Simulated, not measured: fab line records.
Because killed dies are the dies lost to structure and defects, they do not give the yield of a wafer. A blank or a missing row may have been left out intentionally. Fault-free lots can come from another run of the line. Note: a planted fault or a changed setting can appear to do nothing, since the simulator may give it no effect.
A struck lot beside a sound one    flow sky130    43 steps out of a route of 708
Sound: the wafers L211.4, L211.5, L211.6. Wafers L217.3, L217.4, L217.5 were the ones struck. Last of all comes the cause.
At each step with rows: each side's tool, then ch and its chambers, then its first start. Under that, the readings that differ: sound wafers    struck wafers    difference of the means    sigmas: that difference in standard deviations of wafers without a fault.
alike: readings whose means differ by less than 2 such deviations, and words and numbers that are the same on both sides. not compared: withheld readings, readings that some wafer has no value for, bounds like >300 that may hide the same value, and numbers for which the record gives no deviation and whose values overlap.
Wherever a step has rows on one side only, a row that says differs or no value, or a row with sigmas, the two part there. Numbers that don't overlap but have no deviation are shown without sigmas and don't part them. A reading that every wafer of one side lacks parts them only if that side has two wafers or more.

first, 7 steps without rows for these wafers: SKY_POLY_GATE_HMDS_06 (prime time 60 s); SKY_POLY_GATE_COAT_07 (resist thk 110 nm); SKY_POLY_GATE_COAT_08 (resist thk 450 nm); SKY_POLY_GATE_SOFTBAKE_09 (time 90 s); SKY_POLY_GATE_EXPOSE_10 (exposes mask P1M, target cd 150 nm); SKY_POLY_GATE_PEB_11; SKY_POLY_GATE_DEVELOP_12 (develop time 60 s).
SKY_POLY_GATE_CD_MEAS_13: target cd 150 nm.
  sound on cd_sem-02 at day 19 00:55; struck on cd_sem-01 at day 20 21:47
  alike: cd_nm
SKY_POLY_GATE_OVL_MEAS_14:
  sound on overlay-01 at day 19 00:59; struck on overlay-01 at day 20 21:53
  alike: POLY_GATE_OVL
SKY_POLY_GATE_ETCH_15: etches BARC in N2/H2, stops on SiO2, time 118.5 s, target depth 110 nm.
  sound on rie_diel-03 ch 0,3, day 19 01:01; struck on rie_diel-04 ch 0,1,3, day 20 21:54
reading                      sound        struck       difference  sigmas
drypump_motor_current_A (A)  4.9 4.9 5.1  5.8 6.5 5.5  +1.0        +2
  alike: oes_product_au, rf_fwd_power_W, throttle_valve_pct
  not compared: rf_hours_counter_h
SKY_POLY_GATE_ETCH_16: etches Si3N4 in CH3F/O2, stops on poly-Si, time 147.5 s, target depth 75 nm.
  sound on rie_diel-03 ch 0,3, day 19 01:05; struck on rie_diel-04 ch 0,1,3, day 20 21:59
reading                      sound        struck       difference  sigmas
drypump_motor_current_A (A)  4.9 4.9 5.1  5.8 6.5 5.5  +1.0        +3
  alike: oes_product_au, rf_fwd_power_W, throttle_valve_pct
  not compared: rf_hours_counter_h
SKY_POLY_GATE_ETCH_17: etches poly-Si in HBr/Cl2, stops on SiO2, target depth 180 nm, time 70.5 s.
  sound on rie_si-01 ch 2,3, day 19 01:11; struck on rie_si-02 ch 0,1,3, day 20 22:05
  alike: drypump_motor_current_A, oes_product_au, rf_fwd_power_W, throttle_valve_pct
  not compared: rf_hours_counter_h
SKY_POLY_GATE_STRIP_18: strips in O2/N2.
  sound on plasma_asher-02 ch 0,1, day 19 01:17; struck on plasma_asher-04 ch 0,1, day 20 22:10
  alike: drypump_motor_current_A, o2_flow_sccm, oes_product_au, strip_time_to_endpoint_s
  not compared: rf_hours_counter_h
then, 2 steps without rows for these wafers: SKY_POLY_GATE_CLEAN_19 (cleans in SC1/SC2, time 150 s); SKY_POLY_GATE_OXIDATION_20 (stabilise 600 s, purge 300 s, target thk 4 nm).
SKY_POLY_GATE_THK_MEAS_21:
  sound on film_metro-03 at day 19 03:48; struck on film_metro-03 at day 20 23:34
  alike: POLY_GATE_OXIDATION_THK
SKY_POLY_GATE_CD_MEAS_22:
  sound on cd_sem-02 at day 19 03:55; struck on cd_sem-02 at day 20 23:40
  alike: cd_nm
then, 7 steps without rows for these wafers: SKY_LDD_N_DEHYDRATE_00 (time 60 s); SKY_LDD_N_HMDS_01 (prime time 60 s); SKY_LDD_N_COAT_02 (resist thk 300 nm); SKY_LDD_N_SOFTBAKE_03 (time 60 s); SKY_LDD_N_EXPOSE_04 (exposes mask NTM, target cd 840 nm); SKY_LDD_N_PEB_05; SKY_LDD_N_DEVELOP_06 (develop time 60 s).
SKY_LDD_N_OVL_MEAS_07:
  sound on overlay-02 at day 20 10:49; struck on overlay-01 at day 22 05:57
  alike: LDD_N_OVL
then, 8 steps without rows for these wafers: SKY_LDD_N_IMPLANT_08; SKY_LDD_N_IMPLANT_09; SKY_LDD_N_IMPLANT_10; SKY_LDD_N_IMPLANT_11; SKY_LDD_N_IMPLANT_12; SKY_LDD_N_IMPLANT_13; SKY_LDD_N_IMPLANT_14; SKY_LDD_N_IMPLANT_15.
SKY_LDD_N_STRIP_16: strips in O2/N2.
  sound on plasma_asher-01 ch 0,1, day 20 12:04; struck on plasma_asher-03 ch 0,1, day 22 07:13
  alike: drypump_motor_current_A, o2_flow_sccm, oes_product_au, strip_time_to_endpoint_s
  not compared: rf_hours_counter_h
SKY_LDD_N_TW_MEAS_17:
  sound on film_metro-02 at day 20 12:10; struck on film_metro-01 at day 22 07:18
reading   sound           struck          difference  sigmas
LDD_N_TW  2555 2556 2549  2635 2635 2618  +76         +2
then, 7 steps without rows for these wafers: SKY_LDD_P_DEHYDRATE_00 (time 60 s); SKY_LDD_P_HMDS_01 (prime time 60 s); SKY_LDD_P_COAT_02 (resist thk 1140 nm); SKY_LDD_P_SOFTBAKE_03 (time 60 s); SKY_LDD_P_EXPOSE_04 (exposes mask PSDM, target cd 380 nm); SKY_LDD_P_PEB_05; SKY_LDD_P_DEVELOP_06 (develop time 60 s).
-- here the record skips 26 days between the struck wafers' starts before and after, leaving off in module LDD_P and picking up in module PAD_OPEN (first step shown: number 708 of the route) --
SKY_PAD_OPEN_PROBE_99:
  sound on prober-01 at day 47 12:46; struck on prober-01 at day 48 18:01
reading              sound     struck       difference  sigmas
killed_at_front_end  8 18 18   76 69 77     +59         +13
killed_dies          67 87 83  149 139 136  +62         +6
  alike: killed_at_M0_to_M3, killed_at_M4_up, killed_at_contacts, killed_at_other, killed_open, killed_short

## WHERE THEY PART
Earliest at SKY_POLY_GATE_ETCH_15; latest, in this record, at SKY_PAD_OPEN_PROBE_99.

WHY: the cause the simulator had injected
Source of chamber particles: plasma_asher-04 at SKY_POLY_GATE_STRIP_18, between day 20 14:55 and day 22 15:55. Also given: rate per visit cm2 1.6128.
